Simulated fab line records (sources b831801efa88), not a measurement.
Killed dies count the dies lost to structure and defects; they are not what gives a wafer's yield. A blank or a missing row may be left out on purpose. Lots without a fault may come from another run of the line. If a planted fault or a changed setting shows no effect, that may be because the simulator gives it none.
Tool commonality check | flow gf180mcu | Lots sampled 14, wafers sampled 42

## WHY IT WAS OPENED
2 of 14 lots carry a flag on the reading STI_OXIDATION_02_THK at GF_STI_THK_MEAS_30. Wafers without a fault read 10.01 nm, standard deviation 0.2.
Rule: a lot is flagged when every wafer of it that has a number lies more than 4 standard deviations from that mean, or none has a number. The other lots count as sound.

lot  | measured    | on            | STI_OXIDATION_02_THK (nm), wafer by wafer | flag
L441 | day 2 16:33 | film metro-01 | 9.87 9.85 9.80                            |
L442 | day 2 23:55 | film metro-04 | 10.19 10.19 10.22                         |
L443 | day 3 02:37 | film metro-04 | 9.72 9.69 9.69                            |
L444 | day 3 07:32 | film metro-03 | 10.05 10.14 9.87                          |
L445 | day 3 12:46 | film metro-03 | 10.16 10.18 10.31                         |
L446 | day 3 18:52 | film metro-03 | 10.23 10.44 10.07                         |
L447 | day 3 22:23 | film metro-01 | 9.93 10.01 9.81                           |
L448 | day 4 05:31 | film metro-03 | 9.79 9.92 9.95                            |
L449 | day 4 09:50 | film metro-01 | 10.26 10.31 10.29                         |
L452 | day 5 01:44 | film metro-01 | 9.87 10.07 10.03                          |
L453 | day 5 06:55 | film metro-01 | 11.68 11.73 11.76                         | FLAGGED
L455 | day 5 16:13 | film metro-04 | 11.36 11.39 11.35                         | FLAGGED
L456 | day 5 21:19 | film metro-01 | 9.81 9.72 9.86                            |
L461 | day 7 00:51 | film metro-03 | 9.97 10.02 10.03                          |
The mean of the flagged lots' numbers is 11.54 nm, +1.54 nm from the usual (+8 standard deviations).

## EACH LOT AND THE TOOL IT RAN ON
The record holds 1 process step before the reading, out of a route of 602 steps. Cell contents, in order: the tool; ch with the chambers the sampled wafers went through; the start.
lot  | flag    | GF_STI_OXIDATION_29
L441 |         | furnace-01 ch 0, day 2 15:10
L442 |         | furnace-02 ch 0, day 2 22:31
L443 |         | furnace-01 ch 0, day 3 01:14
L444 |         | furnace-02 ch 0, day 3 06:07
L445 |         | furnace-02 ch 0, day 3 11:22
L446 |         | furnace-02 ch 0, day 3 17:28
L447 |         | furnace-01 ch 0, day 3 21:00
L448 |         | furnace-01 ch 0, day 4 04:07
L449 |         | furnace-02 ch 0, day 4 08:26
L452 |         | furnace-01 ch 0, day 5 00:20
L453 | FLAGGED | furnace-02 ch 0, day 5 05:31
L455 | FLAGGED | furnace-02 ch 0, day 5 14:49
L456 |         | furnace-01 ch 0, day 5 19:55
L461 |         | furnace-01 ch 0, day 6 23:27
What is done by these steps:
- GF_STI_OXIDATION_29: stabilise 600 s, purge 300 s, target thk 10 nm.
- GF_STI_THK_MEAS_30

## FLAGGED AGAINST TOTAL, ONE TOOL AT A TIME (gauges that did the reading follow at the end)
step                | tool          | lots run | flagged | share of the flagged lots | sound lots run after its first flagged lot
GF_STI_OXIDATION_29 | furnace-01    | 7        | 0       | none                      | -
GF_STI_OXIDATION_29 | furnace-02    | 7        | 2       | all                       | 0
GF_STI_THK_MEAS_30  | film metro-01 | 6        | 1       | some                      | 1 (L456)
GF_STI_THK_MEAS_30  | film metro-03 | 5        | 0       | none                      | -
GF_STI_THK_MEAS_30  | film metro-04 | 3        | 1       | some                      | 0

## THE TABLE: WHAT IT ALLOWS
1 row of the table ran every flagged lot: furnace-02 at GF_STI_OXIDATION_29.
- furnace-02 at GF_STI_OXIDATION_29 ran 7 lots, 2 of them flagged. Its last sound lot is L449 (day 4 08:26), its first flagged lot L453 (day 5 05:31): a fault that began between those two fits.
What remains is a single tool, furnace-02 at GF_STI_OXIDATION_29.

## WHAT THE SIMULATOR PUT IN
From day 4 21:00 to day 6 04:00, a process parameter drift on furnace-02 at GF_STI_OXIDATION_29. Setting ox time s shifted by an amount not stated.
Struck lots among those shown: L453, L455. The rule above reached the same finding.
